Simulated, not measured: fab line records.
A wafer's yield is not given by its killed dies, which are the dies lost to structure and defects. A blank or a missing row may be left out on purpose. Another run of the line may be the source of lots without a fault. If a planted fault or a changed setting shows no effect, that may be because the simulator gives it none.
fab line records	flow sky130
record: lots: 5	wafers: 23
route steps=708 shown VIA2@509 CAPM@548 METAL3@567 VIA3@573
startH: the number of hours between the record's first day and the start of the first shown wafer of the lot	waitH: hours since the lot's step before	" same as the row above	L1.1+2: a single row standing in for several wafers	- no value present, or no start provided	* or withheld: withheld	< > ~ a bound
route shown NAME@n: a module of which the file shows steps, and the number in the route of the first	usual: mean and standard deviation over wafers with no fault	same: alike in all rows	chamber/n: place in a boat	sites: the reading at each site	_std_site: how widely they spread, as a standard deviation	_edge_site: inner sites' mean taken away from outer sites' mean	radiusMm: how far each site lies from the wafer's centre	mask NAME#n: copy n	behind: the most recent tool/chamber to have shaped the wafer	hold: why the lot went on hold/how many hours it stayed there/how the hold came to an end	device: transistor that didn't switch, given as n, p or np	end of line: the route-end tests of the same wafers	a step given without rows: its recipe and nothing more	killed: not the wafer's yield, but the dies lost to structure and defects at the first sort	map: per-die view of a wafer (x killed, . not killed, _ where there is no die)
set.NAME: the setting the step ran with; set.NAME@STEP: the setting that earlier step ran with	model.NAME: the simulator's own value behind a step, which no gauge read
lots whose settings were changed on purpose; a table a step, a row a wafer
== steps ==
step: SKY_VIA2_CMP_02
recipe: material: SiO2	downForcePsi: 4	platenRpm: 60	padVelocityMS: 0.94248
lot.wafer	tool	chamber	startH	waitH	set.leaveAboveRefNm	model.SiO2_of_VIA2_HDPCVD_00.thkNm
L075.4	cmp-01	2	822.99	0.0	472.7	472.2
L075.1	"	3	"	"	495	493.8
L075.2	"	0	"	"	495	494.9
L075.3	"	1	"	"	472.7	473
L075.5	"	3	"	"	495	494.2
L078.2	cmp-01	1	854.86	0.1	495	493.5
L078.3	"	2	"	"	495	493.4
L078.4	"	3	"	"	495	493.9
L078.6	"	0	"	"	495	495.5
L078.5	"	1	"	"	495	495.2
L079.3	cmp-01	0	861.36	0.0	495	493.4
L079.4	"	1	"	"	495	493.8
L079.2+5	"	3,0	"	"	523	521.5
L079.6	"	1	"	"	495	492.7
L080.3	cmp-01	2	870.60	0.0	495	493.4
L080.4	"	3	"	"	495	495.9
L080.2	"	1	"	"	511	511.2
L080.5	"	2	"	"	511	509.2
L080.6	"	3	"	"	511	510.7
L084.1+6	cmp-01	1	900.10	0.1	495	495.4
L084.3	"	3	"	"	495	495.5
step: SKY_VIA2_COAT_07
recipe: resist: KrF-thick	spinRpm: 3000	resistThkNm: 450
lot.wafer	tool	chamber	startH	waitH	set.resistThkNm	model.KrF-thick_of_VIA2_COAT_07.thkNm
L075.1	lithoTrack-03	0	-	-	450	451
L075.2	"	0	"	"	450	450.4
L075.3	"	0	"	"	450	450.2
L075.4	"	0	"	"	450	449.4
L075.5	"	0	"	"	450	450.8
L078.2	lithoTrack-04	0	-	-	450	452.4
L078.3	"	0	"	"	438.6	441.5
L078.4	"	0	"	"	438.6	439.8
L078.5	"	0	"	"	450	451.9
L078.6	"	0	"	"	438.6	440.2
L079.2	lithoTrack-01	0	-	-	450	450.7
L079.3	"	0	"	"	450	450
L079.4	"	0	"	"	450	449.9
L079.5+6	"	0	"	"	458	458.8
L080.2	lithoTrack-03	0	-	-	450	449.5
L080.3	"	0	"	"	450	450.2
L080.4	"	0	"	"	450	450.3
L080.5	"	0	"	"	450	450.5
L080.6	"	0	"	"	450	450.1
L084.1	lithoTrack-03	0	-	-	450	451
L084.3	"	0	"	"	450	452
L084.6	"	0	"	"	450	450.7
step: SKY_VIA2_SOFTBAKE_08
recipe: tempC: 100	timeS: 90	resist: KrF-thick
step: SKY_VIA2_EXPOSE_09
recipe: maskId: VIM2	na: 0.8	sourceShape: annular	sigmaInner: 0.55	sigmaOuter: 0.85	targetCdNm: 200	doseMj: 38
step: SKY_VIA2_ETCH_14
recipe: chemistry: N2/H2	target: BARC	ionEnergyEv: 200	sourceW: 500	biasW: 100	pressureMtorr: 30	n2FlowSccm: 100	h2FlowSccm: 200	stopOn: SiO2	timeS: 45.9	targetDepthA: 600
lot.wafer	tool	chamber	startH	waitH	set.resistThkNm@VIA2_COAT_07	model.KrF-thick_of_VIA2_COAT_07.thkNm
L075.1	rieDiel-02	1	850.13	0.0	450	393.6
L075.2	"	0	"	"	450	393.3
L075.3	"	3	"	"	450	393.8
L075.4	"	2	"	"	450	392.6
L075.5	"	3	"	"	450	394.3
L078.2	rieDiel-02	3	881.78	0.0	450	396
L078.3	"	0	"	"	438.6	384.1
L078.4	"	2	"	"	438.6	383.1
L078.5	"	3	"	"	450	395.4
L078.6	"	0	"	"	438.6	382.8
L079.2	rieDiel-02	1	887.80	0.0	450	393.5
L079.3	"	3	"	"	450	393.8
L079.4	"	0	"	"	450	392.5
L079.5	"	3	"	"	458	402.6
L079.6	"	2	"	"	458	402.1
L080.2	rieDiel-03	3	897.20	0.0	450	391.6
L080.3	"	2	"	"	450	392.8
L080.4	"	1	"	"	450	392.6
L080.5+6	"	1,2	"	"	450	392.9
L084.1	rieDiel-02	2	926.49	0.0	450	394.2
L084.3	"	3	"	"	450	395.4
L084.6	"	2	"	"	450	393.5
step: SKY_VIA2_ETCH_15
recipe: target: SiO2	chemistry: C4F8/O2/Ar	targetDepthNm: 546	stopOn: TiN	maskMaterial: KrF-thick	sourceW: 1500	biasW: 1200	pressureMtorr: 40	c4f8FlowSccm: withheld	O2_flow_sccm: 6	Ar_flow_sccm: 300	timeS: 84
usual: oesProductAu: 0.939/0.0048
lot.wafer	tool	chamber	startH	waitH	set.leaveAboveRefNm@VIA2_CMP_02	set.resistThkNm@VIA2_COAT_07	oesProductAu	model.etch.depthNm	model.VIA2.featureDepthNm	model.KrF-thick_of_VIA2_COAT_07.thkNm
L075.1	rieDiel-02	1	850.18	0.0	495	450	0.935	-	493.8	284.7
L075.2	"	0	"	"	495	450	0.937	494.9	494.9	284.5
L075.3	"	3	"	"	472.7	450	0.917	-	473	285.3
L075.4	"	2	"	"	472.7	450	0.907	472.2	472.2	283.5
L075.5	"	3	"	"	495	450	0.944	494.2	494.2	286.4
L078.2	rieDiel-02	3	881.83	0.0	495	450	0.949	-	493.5	290.4
L078.3	"	0	"	"	495	438.6	0.941	493.4	493.4	276.3
L078.4	"	2	"	"	495	438.6	0.932	-	493.9	275
L078.5	"	3	"	"	495	450	0.941	-	495.2	290.6
L078.6	"	0	"	"	495	438.6	0.934	-	495.5	275.7
L079.2	rieDiel-02	1	887.84	0.0	523	450	0.975	521.5	521.5	284.9
L079.3	"	3	"	"	495	450	0.937	-	493.4	286.2
L079.4	"	0	"	"	495	450	0.937	493.8	493.8	283.4
L079.5	"	3	"	"	523	458	0.973	521.5	521.5	295.2
L079.6	"	2	"	"	495	458	0.935	-	492.7	293.5
L080.2	rieDiel-03	3	897.24	0.0	511	450	0.954	-	511.2	283
L080.3	"	2	"	"	495	450	0.933	-	493.4	284.7
L080.4	"	1	"	"	495	450	0.933	-	495.9	283.9
L080.5	"	1	"	"	511	450	0.953	-	509.2	283.8
L080.6	"	2	"	"	511	450	0.962	-	510.7	284.7
L084.1	rieDiel-02	2	926.54	0.0	495	450	0.942	495.4	495.4	285.8
L084.3	"	3	"	"	495	450	0.936	495.5	495.5	287.2
L084.6	"	2	"	"	495	450	0.945	495.4	495.4	285.9
step: SKY_VIA2_STRIP_16
recipe: chemistry: O2/N2	powerW: 1400	pressureMtorr: 1500	platenTempC: withheld	o2FlowSccm: 3000	n2FlowSccm: 300	overashFraction: 0.5
usual: stripTimeToEndpointS: 4.056/0.027
lot.wafer	tool	chamber	startH	waitH	set.resistThkNm@VIA2_COAT_07	stripTimeToEndpointS
L075.1	plasmaAsher-04	0	850.24	0.0	450	4.064
L075.2	"	1	"	"	450	4.073
L075.3	"	1	"	"	450	4.063
L075.4	"	0	"	"	450	4.044
L075.5	"	1	"	"	450	4.086
L078.2	plasmaAsher-01	1	881.89	0.0	450	4.112
L078.3	"	0	"	"	438.6	3.981
L078.4	"	1	"	"	438.6	3.962
L078.5	"	0	"	"	450	4.107
L078.6	"	1	"	"	438.6	3.962
L079.2	plasmaAsher-01	1	887.90	0.0	450	4.069
L079.3	"	0	"	"	450	4.073
L079.4	"	1	"	"	450	4.036
L079.5	"	0	"	"	458	4.167
L079.6	"	1	"	"	458	4.155
L080.2	plasmaAsher-04	1	897.30	0.0	450	4.037
L080.3	"	1	"	"	450	4.048
L080.4	"	0	"	"	450	4.030
L080.5	"	1	"	"	450	4.058
L080.6	"	0	"	"	450	4.073
L084.1	plasmaAsher-03	1	926.60	0.0	450	4.064
L084.3	"	0	"	"	450	4.095
L084.6	"	0	"	"	450	4.083
step: SKY_VIA2_SPUTTER_20
recipe: material: TiN	targetThkNm: 20	chamberPressurePa: 5	powerW: 4000	timeS: 80
lot.wafer	tool	chamber	startH	waitH	set.timeS	model.TiN_of_VIA2_SPUTTER_20.thkNm
L075.1	pvdSputter-01	-	850.87	0.0	80	19.99
L075.2	"	-	"	"	80	20.03
L075.3	"	-	"	"	80	20.06
L075.4	"	-	"	"	80	19.84
L075.5	"	-	"	"	80	19.88
L078.2	pvdSputter-02	-	882.48	0.0	86.56	21.97
L078.3	"	-	"	"	80	20.1
L078.4	"	-	"	"	80	19.73
L078.5	"	-	"	"	80	20.02
L078.6	"	-	"	"	86.56	21.87
L079.2	pvdSputter-01	-	888.50	0.0	80	20.11
L079.3	"	-	"	"	80	20.18
L079.4	"	-	"	"	69.55	17.44
L079.5	"	-	"	"	69.55	17.28
L079.6	"	-	"	"	80	20.1
L080.2	pvdSputter-01	-	897.90	0.0	76.18	19.26
L080.3	"	-	"	"	80	19.94
L080.4	"	-	"	"	76.18	19.1
L080.5	"	-	"	"	76.18	19.17
L080.6	"	-	"	"	80	20.13
L084.1	pvdSputter-04	-	927.70	0.0	80	20.32
L084.3	"	-	"	"	80	20.02
L084.6	"	-	"	"	80	20.36
step: SKY_VIA2_CVD_21
recipe: material: W	targetThkNm: 420	timeS: 126.4	tempC: 400	pressureTorr: 40
lot.wafer	tool	chamber	startH	waitH	set.tempC	model.W_of_VIA2_CVD_21.thkNm
L075.1	cvdW-02	1	850.93	0.0	400	416.8
L075.2	"	0	"	"	400	415.2
L075.3	"	1	"	"	400	420.5
L075.4	"	0	"	"	400	415.9
L075.5	"	1	"	"	400	414.9
L078.2	cvdW-01	0	882.54	0.0	400	415.3
L078.3	"	0	"	"	396.4	390.3
L078.4	"	1	"	"	400	415.7
L078.5	"	0	"	"	396.4	391.4
L078.6	"	1	"	"	400	417.9
L079.2	cvdW-02	1	888.56	0.0	400	421.3
L079.3	"	0	"	"	400	415.9
L079.4	"	1	"	"	400	424.8
L079.5	"	1	"	"	400	421.4
L079.6	"	0	"	"	400	413.7
L080.2	cvdW-01	1	897.96	0.0	405.9	462.2
L080.3	"	1	"	"	405.9	467
L080.4	"	0	"	"	400	415.6
L080.5	"	0	"	"	400	418.7
L080.6	"	1	"	"	400	417.9
L084.1	cvdW-01	1	927.76	0.0	400	417.6
L084.3	"	0	"	"	400	413.7
L084.6	"	0	"	"	400	412.8
step: SKY_VIA2_RS_MEAS_22
recipe: thkMeasGauge: four-point-probe	reads: W_of_VIA2_CVD_21+TiN_of_VIA2_SPUTTER_20
usual: VIA2_W_RS: 0.2739/0.0025
lot.wafer	tool	chamber	startH	waitH	set.tempC@VIA2_CVD_21	VIA2_W_RS[ohm/sq]
L075.1	filmMetro-03	-	851.06	0.1	400	0.2744
L075.2	"	-	"	"	400	0.2757
L075.3	"	-	"	"	400	0.2720
L075.4	"	-	"	"	400	0.2752
L075.5	"	-	"	"	400	0.2762
L078.2	filmMetro-01	-	882.69	0.1	400	0.2753
L078.3	"	-	"	"	396.4	0.2934
L078.4	"	-	"	"	400	0.2751
L078.5	"	-	"	"	396.4	0.2919
L078.6	"	-	"	"	400	0.2732
L079.2	filmMetro-03	-	888.71	0.1	400	0.2715
L079.3	"	-	"	"	400	0.2746
L079.4	"	-	"	"	400	0.2688
L079.5	"	-	"	"	400	0.2717
L079.6	"	-	"	"	400	0.2761
L080.2	filmMetro-03	-	898.11	0.1	405.9	0.2468
L080.3	"	-	"	"	405.9	0.2449
L080.4	"	-	"	"	400	0.2749
L080.5	"	-	"	"	400	0.2740
L080.6	"	-	"	"	400	0.2740
L084.1	filmMetro-01	-	927.89	0.1	400	0.2742
L084.3	"	-	"	"	400	0.2763
L084.6	"	-	"	"	400	0.2764
step: SKY_VIA2_THK_MEAS_23
recipe: thkMeasGauge: xrf	reads: W_of_VIA2_CVD_21
usual: VIA2_W_THK: 413/5.9
lot.wafer	tool	chamber	startH	waitH	set.tempC@VIA2_CVD_21	VIA2_W_THK[nm]
L075.1	filmMetro-03	-	851.18	0.1	400	412
L075.2	"	-	"	"	400	412
L075.3	"	-	"	"	400	416
L075.4	"	-	"	"	400	413
L075.5	"	-	"	"	400	410
L078.2	filmMetro-01	-	882.80	0.1	400	407
L078.3	"	-	"	"	396.4	383
L078.4	"	-	"	"	400	405
L078.5	"	-	"	"	396.4	385
L078.6	"	-	"	"	400	411
L079.2	filmMetro-03	-	888.82	0.1	400	414
L079.3	"	-	"	"	400	408
L079.4	"	-	"	"	400	416
L079.5	"	-	"	"	400	411
L079.6	"	-	"	"	400	409
L080.2	filmMetro-03	-	898.22	0.1	405.9	452
L080.3	"	-	"	"	405.9	456
L080.4	"	-	"	"	400	409
L080.5	"	-	"	"	400	410
L080.6	"	-	"	"	400	410
L084.1	filmMetro-01	-	928.01	0.1	400	409
L084.3	"	-	"	"	400	406
L084.6	"	-	"	"	400	402
step: SKY_CAPM_DEVELOP_11
recipe: resist: NOVOLAK	developer: TMAH	developTimeS: 60	devTempC: 23
lot.wafer	tool	chamber	startH	waitH	set.devTempC
L075.1+2+3+4+5	lithoTrack-04	0	877.59	0.1	23
L078.2+5+6	lithoTrack-04	0	908.17	0.1	25.23
L078.3+4	"	0	"	"	23
L079.2+6	lithoTrack-04	0	914.72	0.1	23
L079.3+4+5	"	0	"	"	21.21
L080.2+3+4+5+6	lithoTrack-04	0	923.77	0.1	23
L084.1+3+6	lithoTrack-03	0	952.93	0.1	23
step: SKY_CAPM_METAL_ETCH_13
recipe: targetDepthNm: 220	stopOn: SiO2	chemistry: Cl2/BCl3	target: TiN	pressureMtorr: 10	icpW: 900	biasW: 48.5	Cl2_flow_sccm: 60	bcl3FlowSccm: 30	timeS: 62.9
lot.wafer	tool	chamber	startH	waitH	set.devTempC@CAPM_DEVELOP_11	model.CAPM.cdNm
L075.1	rieMetal-04	0	877.78	0.0	23	996.9
L075.2	"	1	"	"	23	996.7
L075.3	"	0	"	"	23	995.7
L075.4	"	1	"	"	23	995.1
L075.5	"	1	"	"	23	997
L078.2+6	rieMetal-04	0	908.33	0.0	25.23	1008
L078.3	"	1	"	"	23	1004
L078.4	"	0	"	"	23	1005
L078.5	"	1	"	"	25.23	1009
L079.2+6	rieMetal-01	1	914.88	0.0	23	1003
L079.3	"	1	"	"	21.21	998.1
L079.4	"	0	"	"	21.21	996.9
L079.5	"	0	"	"	21.21	996.5
L080.2	rieMetal-04	1	923.93	0.0	23	1001
L080.3+6	"	1,0	"	"	23	1002
L080.4	"	0	"	"	23	-
L080.5	"	1	"	"	23	1004
L084.1	rieMetal-04	0	953.11	0.0	23	1001
L084.3	"	0	"	"	23	1002
L084.6	"	1	"	"	23	1004
step: SKY_METAL3_ETCH_17
recipe: target: SiO2	stopOn: TiN	chemistry: C4F8/O2/Ar	sourceW: 1500	biasW: 1200	pressureMtorr: 40	c4f8FlowSccm: withheld	O2_flow_sccm: 6	Ar_flow_sccm: 300	timeS: 3.9	targetDepthA: 150
lot.wafer	tool	chamber	startH	waitH	set.biasW
L075.1+2+3	rieDiel-04	2,0,3	904.58	0.1	1200
L075.4+5	"	1,2	"	"	1278
L078.2+3+5	rieDiel-04	2,1,3	934.38	0.1	1200
L078.4+6	"	0,2	"	"	1251
L079.2+3	rieDiel-02	2,1	940.93	0.1	1343
L079.4+5+6	"	3,3,0	"	"	1200
L080.2+3+6	rieDiel-01	3,0,0	949.59	0.1	1200
L080.4+5	"	2,1	"	"	1114
L084.1+3+6	rieDiel-01	1,2,2	978.48	0.1	1200
step: SKY_METAL3_METAL_ETCH_18
recipe: targetDepthA: 8450	stopOn: SiO2	overEtchFrac: 0.3	timeS: 183.1	chemistry: Cl2/BCl3	resistSidewallDeg: 88	pressureMtorr: 10	icpW: 900	biasW: 48.5	Cl2_flow_sccm: 60	bcl3FlowSccm: 30
lot.wafer	tool	chamber	startH	waitH	set.leaveAboveRefNm@VIA2_CMP_02	model.SiO2_of_VIA2_HDPCVD_00.thkNm
L075.1	rieMetal-01	1	904.60	0.0	495	464.9
L075.2	"	0	"	"	495	465.7
L075.3	"	0	"	"	472.7	443.7
L075.4	"	1	"	"	472.7	442.9
L075.5	"	1	"	"	495	465.1
L078.2	rieMetal-03	0	934.40	0.0	495	464
L078.3	"	1	"	"	495	463.5
L078.4	"	0	"	"	495	464.4
L078.5	"	0	"	"	495	465.4
L078.6	"	1	"	"	495	465.5
L079.2	rieMetal-02	0	940.95	0.0	523	491.5
L079.3	"	1	"	"	495	463.7
L079.4	"	0	"	"	495	463.8
L079.5	"	1	"	"	523	491.8
L079.6	"	0	"	"	495	462.6
L080.2	rieMetal-01	1	949.61	0.0	511	482.5
L080.3	"	1	"	"	495	464.6
L080.4	"	0	"	"	495	466.5
L080.5	"	0	"	"	511	480.3
L080.6	"	1	"	"	511	481.8
L084.1+3+6	rieMetal-02	0	978.50	0.0	495	465.3
step: SKY_VIA3_HDPCVD_00
recipe: material: SiO2	targetThkNm: 1635	sigmaOpenFrac: 0.3	timeS: 272.5	tempC: 400	sih4FlowSccm: 60	pressureMtorr: 6
lot.wafer	tool	chamber	startH	waitH	set.timeS	model.SiO2_of_VIA3_HDPCVD_00.thkNm
L075.1	hdpcvd-01	0	905.40	0.0	272.5	1630
L075.2	"	1	"	"	272.5	1634
L075.3	"	0	"	"	272.5	1618
L075.4	"	1	"	"	272.5	1650
L075.5	"	1	"	"	272.5	1640
L078.2	hdpcvd-02	2	935.61	0.0	272.5	1637
L078.3	"	1	"	"	297.7	1780
L078.4	"	2	"	"	272.5	1614
L078.5	"	0	"	"	297.7	1774
L078.6	"	1	"	"	297.7	1797
L079.2	hdpcvd-01	1	941.81	0.0	272.5	1651
L079.3	"	2	"	"	289.2	1754
L079.4	"	1	"	"	289.2	1780
L079.5	"	0	"	"	272.5	1653
L079.6	"	2	"	"	272.5	1654
L080.2	hdpcvd-02	2	950.38	0.0	283.8	1699
L080.3	"	1	"	"	283.8	1689
L080.4	"	0	"	"	272.5	1636
L080.5	"	1	"	"	283.8	1716
L080.6	"	2	"	"	272.5	1620
L084.1	hdpcvd-01	0	979.45	0.0	272.5	1608
L084.3	"	2	"	"	272.5	1617
L084.6	"	0	"	"	272.5	1613
step: SKY_VIA3_THK_MEAS_01
recipe: reads: SiO2_of_VIA3_HDPCVD_00
usual: VIA3_HDPCVD_THK: 1634/19
lot.wafer	tool	chamber	startH	waitH	set.timeS@VIA3_HDPCVD_00	VIA3_HDPCVD_THK[nm]
L075.1	filmMetro-03	-	905.65	0.2	272.5	1631
L075.2	"	-	"	"	272.5	1633
L075.3	"	-	"	"	272.5	1619
L075.4	"	-	"	"	272.5	1649
L075.5	"	-	"	"	272.5	1639
L078.2	filmMetro-03	-	935.78	0.1	272.5	1637
L078.3	"	-	"	"	297.7	1781
L078.4	"	-	"	"	272.5	1613
L078.5	"	-	"	"	297.7	1774
L078.6	"	-	"	"	297.7	1797
L079.2	filmMetro-03	-	941.99	0.1	272.5	1650
L079.3	"	-	"	"	289.2	1754
L079.4	"	-	"	"	289.2	1782
L079.5	"	-	"	"	272.5	1653
L079.6	"	-	"	"	272.5	1653
L080.2	filmMetro-02	-	950.56	0.1	283.8	1699
L080.3	"	-	"	"	283.8	1689
L080.4	"	-	"	"	272.5	1636
L080.5	"	-	"	"	283.8	1716
L080.6	"	-	"	"	272.5	1621
L084.1	filmMetro-04	-	979.62	0.1	272.5	1608
L084.3	"	-	"	"	272.5	1616
L084.6	"	-	"	"	272.5	1614
step: SKY_VIA3_COAT_06
recipe: resist: BARC	tempC: withheld	timeS: withheld	spinRpm: 3000	resistThkNm: 60
lot.wafer	tool	chamber	startH	waitH	set.spinRpm
L075.1+2	lithoTrack-03	0	918.33	0.1	3000
L075.3+4+5	"	0	"	"	3213
L078.2+3+6	lithoTrack-01	0	948.36	0.1	3000
L078.4+5	"	0	"	"	2795
L079.2+4+6	lithoTrack-03	0	954.00	0.1	3209
L079.3+5	"	0	"	"	3000
L080.2+5	lithoTrack-01	0	962.21	0.1	3000
L080.3+4+6	"	0	"	"	3103
L084.1+3+6	lithoTrack-01	0	991.99	0.1	3000
step: SKY_VIA3_ETCH_14
recipe: chemistry: N2/H2	target: BARC	ionEnergyEv: 200	sourceW: 500	biasW: 100	pressureMtorr: 30	n2FlowSccm: 100	h2FlowSccm: 200	stopOn: SiO2	timeS: 45.9	targetDepthA: 600
usual: oesProductAu: 0.855/0.005
lot.wafer	tool	chamber	startH	waitH	set.ionEnergyEv	set.spinRpm@VIA3_COAT_06	oesProductAu	model.etch.depthNm
L075.1	rieDiel-02	1	931.19	0.0	200	3000	0.855	-
L075.2	"	2	"	"	177.8	3000	0.856	59.86
L075.3	"	0	"	"	200	3213	0.836	-
L075.4	"	3	"	"	177.8	3213	0.838	57.92
L075.5	"	2	"	"	200	3213	0.836	57.89
L078.2	rieDiel-02	1	960.53	0.0	200	3000	0.861	-
L078.3	"	2	"	"	200	3000	0.858	60.11
L078.4	"	3	"	"	200	2795	0.869	-
L078.5	"	3	"	"	200	2795	0.865	-
L078.6	"	2	"	"	200	3000	0.861	-
L079.2	rieDiel-04	1	967.43	0.0	200	3209	0.836	57.89
L079.3	"	2	"	"	223	3000	0.852	-
L079.4	"	0	"	"	200	3209	0.842	57.69
L079.5	"	1	"	"	200	3000	0.852	59.69
L079.6	"	2	"	"	223	3209	0.839	-
L080.2	rieDiel-04	2	975.44	0.0	200	3000	0.864	-
L080.3	"	0	"	"	179.8	3103	0.847	-
L080.4	"	1	"	"	200	3103	0.856	-
L080.5	"	1	"	"	179.8	3000	0.858	-
L080.6	"	0	"	"	179.8	3103	0.852	-
L084.1	rieDiel-02	1	1004.23	0.0	200	3000	0.858	60.44
L084.3	"	2	"	"	200	3000	0.862	60.39
L084.6	"	0	"	"	200	3000	0.858	60.18
== key ==
split: step: SKY_VIA2_CMP_02	setting: leaveAboveRefNm	stated: 495	by: wafer
response: step: SKY_VIA2_CMP_02	reading: model.SiO2_of_VIA2_HDPCVD_00.thkNm	change: +4.91	per: 1%	r: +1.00
response: step: SKY_VIA2_ETCH_15	reading: oesProductAu	change: +0.0065	per: 1%	r: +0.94
response: step: SKY_VIA2_ETCH_15	reading: model.etch.depthNm	change: +4.92	per: 1%	r: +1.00
response: step: SKY_VIA2_ETCH_15	reading: model.VIA2.featureDepthNm	change: +4.91	per: 1%	r: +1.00
response: step: SKY_METAL3_METAL_ETCH_18	reading: model.SiO2_of_VIA2_HDPCVD_00.thkNm	change: +4.95	per: 1%	r: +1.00
split: step: SKY_VIA2_COAT_07	setting: resistThkNm	stated: 450	by: wafer
response: step: SKY_VIA2_COAT_07	reading: model.KrF-thick_of_VIA2_COAT_07.thkNm	change: +4.68	per: 1%	r: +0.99
response: step: SKY_VIA2_ETCH_14	reading: model.KrF-thick_of_VIA2_COAT_07.thkNm	change: +4.97	per: 1%	r: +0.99
response: step: SKY_VIA2_ETCH_15	reading: model.KrF-thick_of_VIA2_COAT_07.thkNm	change: +5.68	per: 1%	r: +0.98
response: step: SKY_VIA2_STRIP_16	reading: stripTimeToEndpointS	change: *	per: 1%	r: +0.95
split: step: SKY_VIA2_SPUTTER_20	setting: timeS	stated: 80	by: wafer
response: step: SKY_VIA2_SPUTTER_20	reading: model.TiN_of_VIA2_SPUTTER_20.thkNm	change: +0.217	per: 1%	r: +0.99
split: step: SKY_VIA2_CVD_21	setting: tempC	stated: 400	by: wafer
response: step: SKY_VIA2_CVD_21	reading: model.W_of_VIA2_CVD_21.thkNm	change: +31	per: 1%	r: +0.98
response: step: SKY_VIA2_RS_MEAS_22	reading: VIA2_W_RS	change: -0.0195	per: 1%	r: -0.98
response: step: SKY_VIA2_THK_MEAS_23	reading: VIA2_W_THK	change: +29.1	per: 1%	r: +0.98
split: step: SKY_CAPM_DEVELOP_11	setting: devTempC	stated: 23	by: wafer
response: step: SKY_CAPM_METAL_ETCH_13	reading: model.CAPM.cdNm	change: +0.565	per: 1%	r: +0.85
split: step: SKY_METAL3_ETCH_17	setting: biasW	stated: 1200	by: wafer
response none clear
split: step: SKY_VIA3_HDPCVD_00	setting: timeS	stated: 272.5	by: wafer
response: step: SKY_VIA3_HDPCVD_00	reading: model.SiO2_of_VIA3_HDPCVD_00.thkNm	change: +17.6	per: 1%	r: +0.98
response: step: SKY_VIA3_THK_MEAS_01	reading: VIA3_HDPCVD_THK	change: +17.7	per: 1%	r: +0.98
split: step: SKY_VIA3_COAT_06	setting: spinRpm	stated: 3000	by: wafer
response: step: SKY_VIA3_ETCH_14	reading: oesProductAu	change: -0.00191	per: 1%	r: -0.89
response: step: SKY_VIA3_ETCH_14	reading: model.etch.depthNm	change: -0.274	per: 1%	r: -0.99
split: step: SKY_VIA3_ETCH_14	setting: ionEnergyEv	stated: 200	by: wafer
response none clear
